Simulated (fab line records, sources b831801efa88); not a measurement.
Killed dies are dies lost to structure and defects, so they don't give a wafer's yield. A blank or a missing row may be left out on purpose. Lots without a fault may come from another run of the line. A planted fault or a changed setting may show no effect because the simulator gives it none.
Which tool did it? | flow sky130 | 14 lots, 42 wafers sampled, at 3 steps of a route of 708

WHAT THE GAUGES READ, wafer by wafer
SKY_METAL4_OVL_MEAS_14. Usual: METAL4_OVL 2 nm, standard deviation 5.3.
lot  | measured     | on         | METAL4_OVL (nm) | flag
L294 | day 41 13:53 | overlay-02 | 7 3 2           |
L296 | day 42 06:26 | overlay-02 | 4 -1 -8         |
L297 | day 42 23:43 | overlay-02 | -6 -1 -7        |
L299 | day 43 05:41 | overlay-02 | 1 1 8           |
L301 | day 43 20:32 | overlay-01 | 6 -1 5          |
L302 | day 44 05:35 | overlay-01 | 1 4 5           |
L304 | day 44 23:20 | overlay-01 | 8 2 -1          |
L305 | day 45 01:30 | overlay-02 | -3 -5 -1        |
L307 | day 45 13:11 | overlay-02 | -9 -11 -5       |
L308 | day 45 15:28 | overlay-01 | -1 -5 -4        |
L310 | day 46 03:53 | overlay-02 | 6 2 -2          |
L314 | day 47 15:06 | overlay-01 | 2 11 1          |
L315 | day 48 01:49 | overlay-01 | 1 3 4           |
L316 | day 47 20:01 | overlay-01 | 11 3 5          |

SKY_METAL5_RS_MEAS_05: measures by four-point-probe. Usual: METAL5_ALCU_RS 0.02727 ohm/sq, standard deviation 0.00028.
lot  | measured     | on            | METAL5_ALCU_RS (ohm/sq) | flag
L294 | day 42 16:15 | film_metro-02 | 0.02739 0.02754 0.02746 |
L296 | day 43 08:20 | film_metro-02 | 0.02678 0.02716 0.02674 |
L297 | day 44 01:55 | film_metro-04 | 0.02666 0.02734 0.027   |
L299 | day 44 06:40 | film_metro-04 | 0.02743 0.02697 0.02722 |
L301 | day 44 22:22 | film_metro-01 | 0.02737 0.0272 0.02745  |
L302 | day 45 06:08 | film_metro-04 | 0.02685 0.02708 0.02714 |
L304 | day 45 23:46 | film_metro-04 | 0.02767 0.02738 0.02761 |
L305 | day 46 03:30 | film_metro-01 | 0.02752 0.0279 0.02745  |
L307 | day 46 13:38 | film_metro-02 | 0.02723 0.02725 0.02751 |
L308 | day 46 14:55 | film_metro-01 | 0.02698 0.0269 0.0272   |
L310 | day 47 02:44 | film_metro-01 | 0.02719 0.02711 0.02714 |
L314 | day 48 13:29 | film_metro-04 | 0.02723 0.0275 0.02741  |
L315 | day 48 23:29 | film_metro-01 | 0.02718 0.02717 0.02725 |
L316 | day 48 17:58 | film_metro-04 | 0.02671 0.02708 0.02719 |

WHICH TOOL RAN EACH LOT (tool, then ch and the chambers of the sampled wafers, then the start)
lot  | SKY_FIELD_ISO_CVD_03
L294 | lpcvd-02 ch 0, day 1 17:36
L296 | lpcvd-02 ch 0, day 2 05:11
L297 | lpcvd-02 ch 1, day 2 08:43
L299 | lpcvd-02 ch 1, day 2 19:05
L301 | lpcvd-02 ch 1, day 3 03:41
L302 | lpcvd-02 ch 1, day 3 12:20
L304 | lpcvd-02 ch 1, day 3 18:41
L305 | lpcvd-02 ch 1, day 3 23:41
L307 | lpcvd-02 ch 0, day 4 09:54
L308 | lpcvd-02 ch 0, day 4 17:26
L310 | lpcvd-02 ch 1, day 5 02:13
L314 | lpcvd-02 ch 1, day 5 21:07
L315 | lpcvd-02 ch 0, day 6 03:32
L316 | lpcvd-02 ch 0, day 6 07:16
- SKY_FIELD_ISO_CVD_03: deposits Si3N4 from DCS/NH3, target thk 165 nm, time 2830 s.

WHAT THE TOOLS THEMSELVES READ (means of the sampled wafers that have a number; where no wafer has one, the mark that the record gives instead)
SKY_FIELD_ISO_CVD_03. Usual: spike_tc_centre_C 771.4 C, standard deviation 1.
lot  | tool     | spike_tc_centre_C (C) | flag
L294 | lpcvd-02 | 771.7                 |
L296 | lpcvd-02 | 770.6                 |
L297 | lpcvd-02 | 771.7                 |
L299 | lpcvd-02 | 771.9                 |
L301 | lpcvd-02 | 771.8                 |
L302 | lpcvd-02 | 771.1                 |
L304 | lpcvd-02 | 771.1                 |
L305 | lpcvd-02 | 771.9                 |
L307 | lpcvd-02 | 771.4                 |
L308 | lpcvd-02 | 771.5                 |
L310 | lpcvd-02 | 771.0                 |
L314 | lpcvd-02 | 771.8                 |
L315 | lpcvd-02 | 771.5                 |
L316 | lpcvd-02 | 771.4                 |

THE ANSWER, worked out from the rows above alone
Rule: a lot is off if the mean of its wafers that have a number lies more than 3 standard deviations from the usual mean. A lot without any number at a reading at which 4 lots or more have one is off too. The other lots that the step has rows for count as sound. The gauges are gone through in route order, then the tools' own readings, and for those a lot's mean is taken as printed above. The first step at which some lot is off is used, and at that step the reading that is off furthest; a lot without a number counts as furthest.
No lot is off at any reading shown: from this, nothing can be told.

WHAT THE SIMULATOR HAD PUT IN
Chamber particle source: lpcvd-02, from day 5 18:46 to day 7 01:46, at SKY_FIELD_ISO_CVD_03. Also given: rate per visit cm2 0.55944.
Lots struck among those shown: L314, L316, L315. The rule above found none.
